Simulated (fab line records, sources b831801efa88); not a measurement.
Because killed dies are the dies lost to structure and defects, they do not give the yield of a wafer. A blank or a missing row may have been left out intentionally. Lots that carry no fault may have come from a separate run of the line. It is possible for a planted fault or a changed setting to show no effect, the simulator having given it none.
Check of tool commonality	flow sky130	10 lots, 30 wafers sampled

== THE REASON FOR OPENING IT ==
3 of 10 lots carry a flag on the reading METAL2_ALCU_RS at SKY_METAL2_RS_MEAS_05. No-fault wafers: 0.1269 ohm/sq, standard deviation 0.0011.
Rule: a lot gets a flag if all its wafers with a number sit over 4 standard deviations from that mean, or if no wafer of it has a number. As for the other lots, they are considered sound.

lot	measured	on	METAL2_ALCU_RS (ohm/sq), wafer by wafer	flag
L334	day 34 22:39	filmMetro-01	0.1276 0.1283 0.1275	
L335	day 35 23:01	filmMetro-04	0.1255 0.1255 0.1248	
L341	day 37 18:38	filmMetro-04	0.1276 0.1271 0.1272	
L342	day 38 04:40	filmMetro-04	0.1253 0.1263 0.1270	
L343	day 38 05:13	filmMetro-01	0.1513 0.1499 0.1510	FLAGGED
L344	day 38 14:44	filmMetro-01	0.1277 0.1283 0.1282	
L345	day 38 23:59	filmMetro-02	0.1474 0.1475 0.1484	FLAGGED
L346	day 39 06:38	filmMetro-04	0.1494 0.1476 0.1485	FLAGGED
L351	day 40 10:57	filmMetro-01	0.1284 0.1271 0.1282	
L352	day 40 17:14	filmMetro-01	0.1259 0.1270 0.1268	
The numbers of the flagged lots are 0.1490 ohm/sq on average: +0.0221 ohm/sq against the usual, or +20 standard deviations.

== WHICH TOOL EACH LOT WENT THROUGH ==
3 process steps preceding the reading are held in the record, out of 708 steps in the route. In each cell: the tool, then ch and the chambers that the sampled wafers went through, then the start.
lot	flag	SKY_VIA1_STRIP_16	SKY_VIA1_SPUTTER_20	SKY_METAL2_SPUTTER_02
L334		plasmaAsher-02 ch 0,1, day 34 21:16	pvdSputter-03, day 34 21:52	pvdSputter-03, day 34 22:32
L335		plasmaAsher-01 ch 0,1, day 35 21:38	pvdSputter-02, day 35 22:13	pvdSputter-01, day 35 22:54
L341		plasmaAsher-02 ch 0,1, day 37 16:54	pvdSputter-03, day 37 17:28	pvdSputter-03, day 37 18:31
L342		plasmaAsher-02 ch 0,1, day 38 03:12	pvdSputter-02, day 38 03:53	pvdSputter-01, day 38 04:34
L343	FLAGGED	plasmaAsher-03 ch 0,1, day 38 03:49	pvdSputter-03, day 38 04:22	pvdSputter-03, day 38 05:04
L344		plasmaAsher-03 ch 0,1, day 38 12:58	pvdSputter-02, day 38 13:36	pvdSputter-04, day 38 14:38
L345	FLAGGED	plasmaAsher-01 ch 0,1, day 38 22:27	pvdSputter-03, day 38 23:07	pvdSputter-03, day 38 23:54
L346	FLAGGED	plasmaAsher-01 ch 0,1, day 39 03:26	pvdSputter-02, day 39 04:07	pvdSputter-03, day 39 06:32
L351		plasmaAsher-02 ch 0,1, day 40 09:27	pvdSputter-02, day 40 10:05	pvdSputter-04, day 40 10:52
L352		plasmaAsher-03 ch 0,1, day 40 15:26	pvdSputter-02, day 40 16:04	pvdSputter-01, day 40 17:08
What is done by these steps:
- SKY_VIA1_STRIP_16: strips in O2/N2.
- SKY_VIA1_SPUTTER_20: material TiN, target thk 20 nm, time 80 s.
- SKY_METAL2_SPUTTER_02: material AlCu, target thk 250 nm, time 13.3 s.
- SKY_METAL2_RS_MEAS_05: measures by four-point-probe.

== FLAGGED OVER TOTAL, TOOL BY TOOL (the gauges that took the reading come last) ==
step	tool	lots run	flagged	share of the flagged lots	sound lots run after its first flagged lot
SKY_VIA1_STRIP_16	plasmaAsher-01	3	2	some	0
SKY_VIA1_STRIP_16	plasmaAsher-02	4	0	none	-
SKY_VIA1_STRIP_16	plasmaAsher-03	3	1	some	2 (L344,L352)
SKY_VIA1_SPUTTER_20	pvdSputter-02	6	1	some	2 (L351,L352)
SKY_VIA1_SPUTTER_20	pvdSputter-03	4	2	some	0
SKY_METAL2_SPUTTER_02	pvdSputter-01	3	0	none	-
SKY_METAL2_SPUTTER_02	pvdSputter-03	5	3	all	0
SKY_METAL2_SPUTTER_02	pvdSputter-04	2	0	none	-
SKY_METAL2_RS_MEAS_05	filmMetro-01	5	1	some	3 (L344,L351,L352)
SKY_METAL2_RS_MEAS_05	filmMetro-02	1	1	some	0
SKY_METAL2_RS_MEAS_05	filmMetro-04	4	1	some	0

== WHAT THE TABLE PERMITS ==
All flagged lots share 1 row of the table, namely pvdSputter-03 at SKY_METAL2_SPUTTER_02.
- pvdSputter-03 at SKY_METAL2_SPUTTER_02 ran 5 lots, 3 of them flagged. A fault beginning between L341 (day 37 18:31), its last sound lot, and L343 (day 38 05:04), its first flagged one, fits the data.
Left over: one tool, pvdSputter-03 at SKY_METAL2_SPUTTER_02.

== WHAT WAS PUT IN BY THE SIMULATOR ==
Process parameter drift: pvdSputter-03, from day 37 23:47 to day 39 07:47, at SKY_METAL2_SPUTTER_02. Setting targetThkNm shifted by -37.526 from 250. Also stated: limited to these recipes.
Struck lots among those shown: L343, L345, L346. The rule above found the same.
